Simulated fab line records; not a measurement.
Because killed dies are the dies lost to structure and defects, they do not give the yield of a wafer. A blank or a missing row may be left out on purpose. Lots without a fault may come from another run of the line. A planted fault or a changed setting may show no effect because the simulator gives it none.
Which tool did it? -- flow gf180mcu -- Sampling: 10 lots, 30 wafers, 6 of 602 route steps

## WHAT EACH GAUGE READ, for each wafer
GF_M4_CD_MEAS_14: the cd target is 280 nm.
lot,measured,on,cdNm (nm)
L513,day 24 04:08,cdSem-02,279.4 279.8 280.1
L515,day 24 15:31,cdSem-01,280.0 281.4 280.4
L516,day 25 05:18,cdSem-02,279.1 280.0 281.0
L518,day 26 05:30,cdSem-01,282.4 280.4 281.9
L519,day 27 00:46,cdSem-01,278.9 279.6 279.2
L521,day 27 05:43,cdSem-02,280.3 280.5 279.5
L524,day 28 04:43,cdSem-02,278.8 279.0 277.8
L527,day 28 18:20,cdSem-02,279.5 279.4 278.9
L532,day 30 06:58,cdSem-02,279.3 280.7 279.9
L533,day 31 02:17,cdSem-02,279.3 280.1 280.1

GF_MIM_RS_MEAS_10: a four-point-probe measurement.
lot,measured,on,MIM_ALCU_RS (ohm/sq)
L513,day 25 05:23,filmMetro-01,0.1582 0.1595 0.1566
L515,day 25 15:47,filmMetro-02,0.1581 0.1582 0.1581
L516,day 26 05:40,filmMetro-03,0.1606 0.1589 0.1608
L518,day 27 04:42,filmMetro-02,9.5423 9.5385 9.5040
L519,day 28 00:40,filmMetro-02,9.3158 9.3725 9.4481
L521,day 28 05:23,filmMetro-02,9.3610 9.3546 9.5784
L524,day 29 03:40,filmMetro-02,0.1615 0.1615 0.1614
L527,day 29 16:37,filmMetro-03,0.1619 0.1586 0.1590
L532,day 31 04:03,filmMetro-03,0.1624 0.1618 0.1602
L533,day 31 22:54,filmMetro-02,0.1618 0.1636 0.1623

GF_MIM_THK_MEAS_11: measures by xrf.
lot,measured,on,MIM_ALCU_THK (nm)
L513,day 25 05:31,filmMetro-01,202.7 201.1 204.0
L515,day 25 15:53,filmMetro-02,201.0 200.9 200.7
L516,day 26 05:47,filmMetro-03,199.2 200.9 198.9
L518,day 27 04:49,filmMetro-02,<0.3 <0.3 <0.3
L519,day 28 00:47,filmMetro-02,<0.3 <0.3 <0.3
L521,day 28 05:29,filmMetro-02,<0.3 <0.3 <0.3
L524,day 29 03:47,filmMetro-02,196.4 196.7 197.6
L527,day 29 16:44,filmMetro-03,197.2 201.4 200.7
L532,day 31 04:09,filmMetro-03,197.2 197.4 197.3
L533,day 31 23:01,filmMetro-02,196.8 195.5 196.2

## EACH LOT AND THE TOOL THAT RAN IT (in order: tool; ch and the chambers of the sampled wafers; start)
lot,GF_V3_ETCH_17,GF_MIM_SPUTTER_00,GF_MIM_SPUTTER_08
L513,"rieDiel-01 ch 0,2,3, day 24 04:08 or earlier","pvdSputter-04, day 25 04:59","pvdSputter-01, day 25 05:20"
L515,"rieDiel-03 ch 1,2,3, day 24 15:31 or earlier","pvdSputter-04, day 25 15:20","pvdSputter-01, day 25 15:42"
L516,"rieDiel-03 ch 1,2,3, day 25 05:18 or earlier","pvdSputter-01, day 26 05:14","pvdSputter-02, day 26 05:36"
L518,"rieDiel-03 ch 1,2,3, day 26 05:30 or earlier","pvdSputter-01, day 27 04:17","pvdSputter-01, day 27 04:38"
L519,"rieDiel-03 ch 0,1, day 27 00:46 or earlier","pvdSputter-02, day 28 00:14","pvdSputter-01, day 28 00:35"
L521,"rieDiel-04 ch 0,1, day 27 05:43 or earlier","pvdSputter-02, day 28 04:56","pvdSputter-01, day 28 05:18"
L524,"rieDiel-01 ch 1,2,3, day 28 04:43 or earlier","pvdSputter-01, day 29 03:14","pvdSputter-02, day 29 03:35"
L527,"rieDiel-03 ch 0,1,3, day 28 18:20 or earlier","pvdSputter-02, day 29 16:11","pvdSputter-01, day 29 16:34"
L532,"rieDiel-04 ch 1,2,3, day 30 06:58 or earlier","pvdSputter-04, day 31 03:36","pvdSputter-01, day 31 03:58"
L533,"rieDiel-03 ch 0,3, day 31 02:17 or earlier","pvdSputter-02, day 31 22:29","pvdSputter-01, day 31 22:51"
- GF_V3_ETCH_17: etches SiO2 in C4F8/O2/Ar, stops on TiN, target depth 635 nm.
- GF_MIM_SPUTTER_00: material Ti, target thk 37.5 nm, time 150 s.
- GF_MIM_SPUTTER_08: material AlCu, target thk 200 nm, time 10.6 s.

## AS READ BY THE TOOLS THEMSELVES (means over the sampled wafers that have a number; for cases with no such wafer, the mark the record gives instead)
GF_V3_ETCH_17.
lot,tool,oesProductAu (a.u.)
L513,rieDiel-01,0.854
L515,rieDiel-03,0.849
L516,rieDiel-03,0.854
L518,rieDiel-03,0.857
L519,rieDiel-03,0.852
L521,rieDiel-04,0.860
L524,rieDiel-01,0.860
L527,rieDiel-03,0.854
L532,rieDiel-04,0.854
L533,rieDiel-03,0.859

GF_MIM_SPUTTER_00.
lot,tool,cathodeDcPowerW (W),chamberPressurePa (Pa),throttleValvePct (%)
L513,pvdSputter-04,3999.8,1.995,30.1
L515,pvdSputter-04,3999.9,2.003,30.8
L516,pvdSputter-01,4000.1,1.998,29.5
L518,pvdSputter-01,4000.5,2.002,29.5
L519,pvdSputter-02,3999.4,1.998,29.5
L521,pvdSputter-02,4000.1,1.999,29.7
L524,pvdSputter-01,4000.1,1.995,29.5
L527,pvdSputter-02,4000.7,1.999,29.6
L532,pvdSputter-04,3999.4,2.001,30.9
L533,pvdSputter-02,3999.9,2.003,30.5

GF_MIM_SPUTTER_08.
lot,tool,cathodeDcPowerW (W),chamberPressurePa (Pa),throttleValvePct (%)
L513,pvdSputter-01,10600,0.4000,29.3
L515,pvdSputter-01,10602,0.3998,30.2
L516,pvdSputter-02,10602,0.4003,29.0
L518,pvdSputter-01,-,-,-
L519,pvdSputter-01,-,-,-
L521,pvdSputter-01,-,-,-
L524,pvdSputter-02,10601,0.4001,29.0
L527,pvdSputter-01,10600,0.4007,29.6
L532,pvdSputter-01,10600,0.4000,30.5
L533,pvdSputter-01,10599,0.4011,29.2

## THE ANSWER, worked out from the rows above alone
Rule: what is usual is taken from the lots themselves. Put in order of their means at a reading, lots are off if they are a third of the lots or fewer, leave a main group of 4 or more, and stand apart from it by a gap of 3 or more times the standard deviation of the main group's means; of several such gaps the widest counts. The tables above print the reading to a certain number of digits; a main group whose means all agree to those digits is not used. A lot without any number at a reading at which 4 lots or more have one is off too. Where the step has rows for the other lots, those lots are counted as sound. After the gauges, taken in route order, come the tools' own readings; for these a lot's mean is taken, as printed above. At the first step where some lot is off, the reading lying furthest off is the one used; lots without a number count as furthest.
Off: L518, L519, L521, at GF_MIM_RS_MEAS_10 (MIM_ALCU_RS). Mean 0.1602 ohm/sq and standard deviation 0.0016 in the main group.
A tool fits if, at a process step before that reading, it ran every lot that is off, and no sound lot after the first of them. Not tried: the gauges at GF_MIM_RS_MEAS_10; whatever is off there is also off at GF_MIM_SPUTTER_08, on other tools, and gauge error can't account for it. GF_V3_ETCH_17: start missing for some lots; hours and lot order therefore follow GF_M4_CD_MEAS_14. Not one of the candidates tried fits.

## WHAT THE SIMULATOR PUT IN
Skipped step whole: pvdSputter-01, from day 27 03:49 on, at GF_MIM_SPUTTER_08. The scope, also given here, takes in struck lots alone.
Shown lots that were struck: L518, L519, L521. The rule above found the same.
